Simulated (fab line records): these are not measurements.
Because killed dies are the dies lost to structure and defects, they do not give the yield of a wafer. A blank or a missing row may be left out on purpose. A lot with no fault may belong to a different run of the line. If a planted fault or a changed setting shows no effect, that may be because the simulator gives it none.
What tool caused it?    flow sky130    Sampling: 12 lots, 36 wafers, 5 of 708 route steps

== WHAT THE GAUGES SHOWED, per wafer ==
SKY_LDD_HVN_TW_MEAS_10.
lot   measured      on            LDD_HVN_TW
L580  day 19 20:54  filmMetro-02  1412 1407 1414
L581  day 20 08:50  filmMetro-01  1410 1412 1417
L588  day 23 00:58  filmMetro-03  1345 1343 1348
L590  day 23 20:20  filmMetro-03  1351 1339 1344
L594  day 25 09:18  filmMetro-02  1418 1416 1414
L595  day 25 11:08  filmMetro-02  1418 1423 1419
L597  day 26 09:52  filmMetro-03  1452 1453 1457
L598  day 26 12:55  filmMetro-03  1447 1451 1443
L600  day 27 07:16  filmMetro-03  1443 1443 1440
L602  day 27 21:24  filmMetro-02  1426 1424 1418
L601  day 27 23:30  filmMetro-01  1426 1424 1419
L603  day 28 13:10  filmMetro-03  1441 1443 1436

SKY_SD_P_OVL_MEAS_08.
lot   measured      on          SD_P_OVL (nm)
L580  day 24 23:57  overlay-01  -0.6 0.2 -0.2
L581  day 25 10:56  overlay-01  -0.4 0.3 0.2
L588  day 27 23:58  overlay-01  3.3 2.6 2.8
L590  day 28 21:29  overlay-01  0.0 -1.0 -1.4
L594  day 30 04:25  overlay-01  2.0 1.9 1.7
L595  day 30 06:55  overlay-02  1.5 0.7 0.8
L597  day 31 07:48  overlay-02  -3.0 -2.3 -2.5
L598  day 31 08:17  overlay-02  1.3 0.1 1.6
L600  day 32 05:25  overlay-01  0.2 0.4 2.3
L602  day 32 13:55  overlay-02  -0.9 -1.7 -2.7
L601  day 32 18:07  overlay-01  1.7 0.7 0.8
L603  day 33 05:48  overlay-02  1.4 0.0 -1.6

SKY_SD_N_TW_MEAS_12.
lot   measured      on            SD_N_TW
L580  day 27 10:20  filmMetro-01  3939 3923 3916
L581  day 27 22:05  filmMetro-03  3996 4028 4023
L588  day 30 08:44  filmMetro-01  3937 3924 3950
L590  day 31 06:46  filmMetro-01  3915 3920 3928
L594  day 32 12:26  filmMetro-02  3960 3920 3938
L595  day 32 14:54  filmMetro-03  4011 4004 3998
L597  day 33 14:43  filmMetro-01  3920 3909 3893
L598  day 33 15:01  filmMetro-01  3886 3877 3903
L600  day 34 11:06  filmMetro-02  3933 3952 3943
L602  day 34 19:05  filmMetro-02  3959 3951 3942
L601  day 34 23:34  filmMetro-03  4007 4005 3987
L603  day 35 10:44  filmMetro-01  3913 3929 3910

== WHICH TOOL RAN EACH LOT (tool, then ch and the chambers of the sampled wafers, then the start) ==
lot   SKY_LDD_HVN_IMPLANT_08           SKY_SPACER_ETCHBACK_02
L580  implanter-04 ch 0, day 19 20:39  rieDiel-03 ch 0,1,3, day 22 12:11
L581  implanter-04 ch 0, day 20 08:35  rieDiel-01 ch 0,2, day 22 22:53
L588  implanter-02 ch 0, day 23 00:43  rieDiel-03 ch 0,3, day 25 14:08
L590  implanter-02 ch 0, day 23 20:05  rieDiel-03 ch 1,3, day 26 10:52
L594  implanter-04 ch 0, day 25 09:03  rieDiel-03 ch 1,2, day 27 20:30
L595  implanter-04 ch 0, day 25 10:53  rieDiel-01 ch 0,2, day 27 23:04
L597  implanter-04 ch 0, day 26 09:37  rieDiel-03 ch 0,2,3, day 28 23:47
L598  implanter-04 ch 0, day 26 12:40  rieDiel-01 ch 1,2,3, day 29 01:36
L600  implanter-02 ch 0, day 27 07:02  rieDiel-04 ch 0,3, day 29 20:32
L602  implanter-04 ch 0, day 27 21:09  rieDiel-04 ch 0,2, day 30 06:47
L601  implanter-04 ch 0, day 27 23:15  rieDiel-01 ch 0,1,3, day 30 10:51
L603  implanter-04 ch 0, day 28 12:55  rieDiel-01 ch 0,1,2, day 30 23:03
- SKY_LDD_HVN_IMPLANT_08
- SKY_SPACER_ETCHBACK_02: etches Si3N4 in CH3F/O2, stops on SiO2, time 46.7 s, target depth 45 nm.

== AS READ BY THE TOOLS THEMSELVES (means over the sampled wafers that have a number; for cases with no such wafer, the mark the record gives instead) ==
SKY_LDD_HVN_IMPLANT_08.
lot   tool          beamEnergyKeV  beamOnS (s)  doseIonsCm2
L580  implanter-04  59.999         10.06        3.000e+13
L581  implanter-04  59.994         10.06        3.003e+13
L588  implanter-02  46.306         10.03        3.004e+13
L590  implanter-02  46.316         10.02        3.004e+13
L594  implanter-04  59.993         10.13        3.000e+13
L595  implanter-04  59.992         10.10        3.002e+13
L597  implanter-04  60.012         10.15        3.001e+13
L598  implanter-04  60.011         9.97         2.999e+13
L600  implanter-02  60.017         9.87         3.000e+13
L602  implanter-04  60.001         9.86         2.996e+13
L601  implanter-04  59.985         10.10        3.000e+13
L603  implanter-04  59.987         9.97         2.997e+13

SKY_SPACER_ETCHBACK_02.
lot   tool        drypumpMotorCurrentA (A)  oesProductAu (a.u.)  throttleValvePct (%)
L580  rieDiel-03  5.4                       0.861                10.556
L581  rieDiel-01  6.2                       0.863                10.563
L588  rieDiel-03  5.0                       0.853                10.567
L590  rieDiel-03  5.2                       0.853                10.564
L594  rieDiel-03  6.2                       0.852                10.563
L595  rieDiel-01  6.2                       0.858                10.561
L597  rieDiel-03  5.5                       0.853                10.560
L598  rieDiel-01  5.7                       0.852                10.557
L600  rieDiel-04  5.8                       0.857                10.565
L602  rieDiel-04  5.2                       0.856                10.556
L601  rieDiel-01  5.8                       0.855                10.568
L603  rieDiel-01  5.9                       0.856                10.570

== THE ANSWER, worked out from the rows above alone ==
Rule: the usual values come from the lots themselves. The widest of any qualifying gaps counts: lots, ordered by their means at a reading, are off when they make up no more than a third of the lots, leave a main group of 4 or more, and stand apart from it by 3 or more times the standard deviation of that group's means. If all means in a main group match to the digits the tables above print for the reading, that group is not used. Also off: a lot with no number at a reading for which 4 or more lots have one. All remaining lots with rows at the step are treated as sound. After the gauges, taken in route order, come the tools' own readings; for these a lot's mean is taken, as printed above. The first step at which some lot is off is used, and at that step the reading that is off furthest; a lot without a number counts as furthest.
Off: at SKY_LDD_HVN_TW_MEAS_10 (LDD_HVN_TW), L588, L590. For the main group the mean is 1429 and the standard deviation 15.
A tool fits if, at a process step before that reading, it ran every lot that is off, and no sound lot after the first of them. Not tried: the gauges at SKY_LDD_HVN_TW_MEAS_10; whatever is off there is also off at SKY_LDD_HVN_IMPLANT_08, on other tools, and gauge error can't account for it. Of those tried, none fits.

== WHAT THE SIMULATOR HAD PUT IN ==
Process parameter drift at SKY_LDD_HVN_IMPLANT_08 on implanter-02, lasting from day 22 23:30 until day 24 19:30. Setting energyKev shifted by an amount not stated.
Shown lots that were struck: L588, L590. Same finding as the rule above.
